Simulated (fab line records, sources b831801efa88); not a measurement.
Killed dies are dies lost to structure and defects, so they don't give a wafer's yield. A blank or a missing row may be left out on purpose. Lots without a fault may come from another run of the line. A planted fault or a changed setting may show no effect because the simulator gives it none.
Which tool did it? | flow gf180mcu | 14 lots, 42 wafers sampled, at 3 steps of a route of 602

WHAT THE GAUGES READ, wafer by wafer
GF_HV_LDD_OVL_MEAS_20. Usual: HV_LDD_01_OVL 0.4 nm, standard deviation 1.6.
lot  | measured     | on         | HV_LDD_01_OVL (nm) | flag
L300 | day 10 15:02 | overlay-02 | -1.7 -3.1 -0.9     |
L301 | day 11 01:08 | overlay-01 | -1.1 -0.6 -0.3     |
L302 | day 11 11:02 | overlay-01 | 2.6 -0.3 0.2       |
L303 | day 11 14:01 | overlay-01 | 0.5 0.4 -1.2       |
L304 | day 12 00:50 | overlay-01 | 1.8 -0.4 -1.4      |
L305 | day 12 07:43 | overlay-02 | 0.2 -1.1 2.0       |
L306 | day 12 18:46 | overlay-01 | -0.2 2.8 1.7       |
L308 | day 13 05:22 | overlay-02 | 1.2 -0.5 -0.8      |
L310 | day 13 19:43 | overlay-02 | 1.3 -0.9 0.6       |
L311 | day 14 04:55 | overlay-02 | -0.5 -1.4 -0.2     |
L312 | day 14 15:43 | overlay-01 | 0.1 0.8 2.0        |
L317 | day 16 05:34 | overlay-01 | -0.1 -2.6 -0.8     |
L318 | day 16 10:19 | overlay-01 | 3.4 1.9 2.9        |
L322 | day 17 16:55 | overlay-02 | -1.0 3.1 2.0       |

GF_CONTACT_THK_MEAS_26: measures by xrf. Usual: CONTACT_W_THK 286 nm, standard deviation 5.2.
lot  | measured     | on            | CONTACT_W_THK (nm) | flag
L300 | day 15 21:52 | film_metro-01 | 285 279 286        |
L301 | day 16 10:12 | film_metro-01 | 286 281 286        |
L302 | day 16 22:58 | film_metro-03 | 291 280 291        |
L303 | day 17 00:14 | film_metro-01 | 279 284 279        |
L304 | day 17 15:06 | film_metro-01 | 284 284 278        |
L305 | day 17 23:20 | film_metro-01 | 286 281 282        |
L306 | day 18 12:02 | film_metro-02 | 289 288 285        |
L308 | day 18 23:32 | film_metro-01 | 279 290 290        |
L310 | day 19 20:54 | film_metro-03 | 296 287 293        |
L311 | day 20 03:59 | film_metro-03 | 288 285 290        |
L312 | day 20 17:41 | film_metro-03 | 283 280 294        |
L317 | day 22 11:34 | film_metro-01 | 286 279 283        |
L318 | day 22 14:05 | film_metro-02 | 290 293 291        |
L322 | day 23 23:42 | film_metro-02 | 289 294 294        |

WHICH TOOL RAN EACH LOT (tool, then ch and the chambers of the sampled wafers, then the start)
lot  | GF_NSD_IMPLANT_10
L300 | implanter-04 ch 0, day 13 03:55
L301 | implanter-03 ch 0, day 13 15:28
L302 | implanter-02 ch 0, day 14 03:02
L303 | implanter-04 ch 0, day 14 05:07
L304 | implanter-03 ch 0, day 14 16:56
L305 | implanter-04 ch 0, day 15 01:39
L306 | implanter-03 ch 0, day 15 13:13
L308 | implanter-02 ch 0, day 16 00:25
L310 | implanter-04 ch 0, day 16 18:48
L311 | implanter-03 ch 0, day 17 01:34
L312 | implanter-03 ch 0, day 17 14:15
L317 | implanter-02 ch 0, day 19 09:03
L318 | implanter-02 ch 0, day 19 12:22
L322 | implanter-04 ch 0, day 20 22:35
- GF_NSD_IMPLANT_10

WHAT THE TOOLS THEMSELVES READ (means of the sampled wafers that have a number; where no wafer has one, the mark that the record gives instead)
GF_NSD_IMPLANT_10. Usual: tilt_deg 6.995 degrees, standard deviation 0.018.
lot  | tool         | tilt_deg (degrees) | flag
L300 | implanter-04 | 6.981              |
L301 | implanter-03 | 6.991              |
L302 | implanter-02 | 7.003              |
L303 | implanter-04 | 7.003              |
L304 | implanter-03 | 6.983              |
L305 | implanter-04 | 6.992              |
L306 | implanter-03 | 6.994              |
L308 | implanter-02 | 6.971              |
L310 | implanter-04 | 6.990              |
L311 | implanter-03 | 6.978              |
L312 | implanter-03 | 6.989              |
L317 | implanter-02 | 4.951              | OFF
L318 | implanter-02 | 4.954              | OFF
L322 | implanter-04 | 7.034              |

THE ANSWER, worked out from the rows above alone
Rule: a lot is off if the mean of its wafers that have a number lies more than 3 standard deviations from the usual mean. A lot without any number at a reading at which 4 lots or more have one is off too. The other lots that the step has rows for count as sound. The gauges are gone through in route order, then the tools' own readings, and for those a lot's mean is taken as printed above. The first step at which some lot is off is used, and at that step the reading that is off furthest; a lot without a number counts as furthest.
Off: L317, L318, at GF_NSD_IMPLANT_10 (tilt_deg).
A tool fits if, at that step or a process step before it, it ran every lot that is off, and no sound lot after the first of them. One fits: implanter-02 at GF_NSD_IMPLANT_10. Its last sound lot is L308 (day 16 00:25), its first lot that is off L317 (day 19 09:03): a fault that began between those two fits.
The tool's own readings at GF_NSD_IMPLANT_10 bear it out: on the lots that are off they differ by more than 5 times the standard deviation of the sound lots' means. tilt_deg reads 4.952 degrees there against 6.992 degrees on the sound lots.

WHAT THE SIMULATOR HAD PUT IN
Process parameter drift: implanter-02, from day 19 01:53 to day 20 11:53, at GF_NSD_IMPLANT_10. Setting tilt_deg, moved by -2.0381, from 7. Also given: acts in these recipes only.
Lots struck among those shown: L317, L318. The rule above found the same.
